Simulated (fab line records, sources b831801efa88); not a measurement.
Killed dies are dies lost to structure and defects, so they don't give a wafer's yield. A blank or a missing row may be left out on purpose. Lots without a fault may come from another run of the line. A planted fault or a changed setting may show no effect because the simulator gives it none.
Problem report in the 8D (eight disciplines) form, filled by code | flow gf180mcu | the parts of the form that need people (team, actions taken, sign-off) are left out

1. THE PROBLEM
rf_fwd_power_W at GF_V2_ETCH_16 reads a mean of 572.6 W on 6 wafers of 2 lots; wafers without a fault read 495.0 W with a standard deviation of 2.3. That is +34 standard deviations from the usual mean.
The step: etches BARC in N2/H2.
First seen on wafer L967.1, day 22 21:12, on rie_diel-02. The record holds 39 wafers of 13 lots with a number at this step. Rule for "out", or "out of limits": more than 4 standard deviations from the usual mean. The other wafers with a number count as sound.

2. WHAT IT IS AND WHAT IT IS NOT
question                    | is                     | is not
which readings at this step | rf_fwd_power_W         | bias_w, drypump_motor_current_A, oes_product_au
which lots                  | L967, L969             | L962, L963, L964, L968, L978, L979, L980, L981, L982, L983, L984
which wafers of those lots  | all that have a number | -
read on which tools         | rie_diel-02            | rie_diel-01, rie_diel-03
when                        | from day 22 21:12      | up to then (12 sound wafers); but 21 sound wafers of L978, L979, L980, L981, L982, L983, L984 came after

3. SUSPECTS, AND WHAT RULES EACH OUT
Counting: a tool at a process step up to the reading stays a suspect if it ran every lot that is out and no sound lot after the first of them.
- rie_diel-02 at GF_V2_ETCH_16 (etches BARC in N2/H2): ruled out as a lasting fault. Sound lots L978, L979, L981 ran on it after its first lot that is out, L967 (day 22 21:12).
Left after counting: nothing in the record.

4. THE CAUSE (what the simulator had put in)
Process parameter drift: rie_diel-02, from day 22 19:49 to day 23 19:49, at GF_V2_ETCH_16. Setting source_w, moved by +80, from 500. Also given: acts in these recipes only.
Counting ruled it out, wrongly.

5. THE CHAIN OF EFFECTS, in route order
Each row: a reading whose mean over the struck wafers that have a number lies more than 3 standard deviations from the usual. Only readings for which the record gives a usual standard deviation are gone through. hours: the time from each lot's start at the first step in this table that gives one to its start at this step, as a median over the lots. sigmas: the change in usual standard deviations.
hours | step          | reading        | usual   | on struck wafers | change | sigmas
0     | GF_V2_ETCH_16 | rf_fwd_power_W | 495.0 W | 572.6            | +77.6  | +34
The process steps in it:
- GF_V2_ETCH_16: etches BARC in N2/H2.
Later measuring or inspecting steps at which every struck wafer that the step has a row for has a number for every such reading, and none has moved that far: GF_M3_RS_MEAS_05, GF_M4_RS_MEAS_05.

6. WHAT WOULD HAVE CAUGHT IT SOONER
In this record the first reading out of limits was taken at day 22 21:12, 1 hour after the fault began at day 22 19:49.
